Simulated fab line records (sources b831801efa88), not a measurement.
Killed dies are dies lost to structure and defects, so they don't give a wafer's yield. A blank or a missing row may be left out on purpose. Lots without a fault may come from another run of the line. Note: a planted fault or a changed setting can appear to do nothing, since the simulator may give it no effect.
Comparing a struck lot with a sound one ; flow gf180mcu ; 17 out of 602 route steps
Sound: the wafers L545.1, L545.4, L545.6. Wafers struck: L553.3, L553.5, L553.6. The cause comes at the end.
Each step with rows lists, per side, the tool, then ch with its chambers, then its first start. Under that, the readings that differ: sound wafers ; struck wafers ; difference of the means ; sigmas: that difference in standard deviations of wafers without a fault.
alike: readings with means less than 2 such deviations apart, plus words and numbers identical on both sides. not compared: withheld readings, readings lacking a value on some wafer, bounds such as >300 that could conceal the same value, and numbers that have no deviation in the record and whose values overlap.
Wherever a step has rows on one side only, a row that says differs or no value, or a row with sigmas, the two part there. Numbers that don't overlap but have no deviation are shown without sigmas and don't part them. A reading that every wafer of one side lacks parts them only if that side has two wafers or more.

GF_MIM_SPUTTER_04: material TiN, target thk 50 nm, time 41.7 s.
  struck on pvd-sputter-03, day 30 04:49; sound on pvd-sputter-02, day 27 16:04
  alike: throttle-valve-pct
GF_MIM_CVD_05: deposits Si3N4, target thk 42 nm, time 29.086 s.
  sound on pecvd-02 ch 1,2, day 27 16:07; struck on pecvd-02 ch 0,1,2, day 30 04:51
  alike: heater-power-w
  not compared: since-wet-clean-h
GF_MIM_THK_MEAS_06:
  struck on film-metro-01, day 30 04:54; sound on film-metro-04, day 27 16:08
  alike: MIM_CVD_05_THK
GF_MIM_SPUTTER_07: material TiN, target thk 60 nm, time 50 s.
  struck on pvd-sputter-01, day 30 04:56; sound on pvd-sputter-03, day 27 16:12
  alike: throttle-valve-pct
GF_MIM_SPUTTER_08: material AlCu, target thk 200 nm, time 10.6 s.
  struck on pvd-sputter-01, day 30 04:59; sound on pvd-sputter-03, day 27 16:15
  alike: throttle-valve-pct
then, 1 step without rows for these wafers: GF_MIM_SPUTTER_09 (material TiN, target thk 35 nm, time 29.2 s).
GF_MIM_RS_MEAS_10: measurement is done with a four-point probe.
  struck on film-metro-03, day 30 05:05; sound on film-metro-03, day 27 16:18
  alike: MIM_ALCU_RS
GF_MIM_THK_MEAS_11: measures by xrf.
  struck on film-metro-03, day 30 05:11; sound on film-metro-03, day 27 16:25
  alike: MIM_ALCU_THK
then, 4 steps without rows for these wafers: GF_MIM_DEHYDRATE_12 (time 60 s); GF_MIM_HMDS_13 (prime time 60 s); GF_MIM_COAT_14 (resist thk 1000 nm); GF_MIM_SOFTBAKE_15 (time 60 s).
GF_MIM_EXPOSE_16: exposes mask FuseTop, target cd 2000 nm.
  struck on iline-stepper-01, day 30 13:11; sound on iline-stepper-01 ch 0, day 28 02:47
  no value came back on the struck wafers for exposure-dose-mJ-cm2, focus-offset-nm (nm); on the sound wafers exposure-dose-mJ-cm2 reads 139.96 140.12 140.17
  alike: mask
then, 2 steps without rows for these wafers: GF_MIM_PEB_17; GF_MIM_DEVELOP_18 (develop time 60 s).
GF_MIM_METAL_ETCH_19: etches the open film in Cl2/BCl3, stops on Si3N4, target depth 324.5 nm, time 54.1 s.
  sound on rie-metal-01 ch 0, day 28 12:35; struck on rie-metal-02 ch 0,1, day 30 22:52
  alike: drypump-motor-current-A, oes-product-au, throttle-valve-pct
  not compared: rf-hours-counter-h, model.MIM.cd-nm
GF_MIM_STRIP_20: strips in O2/N2.
  sound on plasma-asher-02 ch 0,1, day 28 12:39; struck on plasma-asher-02 ch 0,1, day 30 22:57
  alike: drypump-motor-current-A, heater-power-w, n2-flow-sccm, oes-product-au, strip-time-to-endpoint-s
  not compared: rf-hours-counter-h

WHERE THEY PART
Within this record, at GF_MIM_EXPOSE_16 only. Later steps at which nothing parts them and some readings are alike: GF_MIM_METAL_ETCH_19, GF_MIM_STRIP_20.

WHY: what the simulator had put in
At GF_MIM_EXPOSE_16, the step was skipped entirely on iline-stepper-01 from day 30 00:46 on. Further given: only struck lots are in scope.
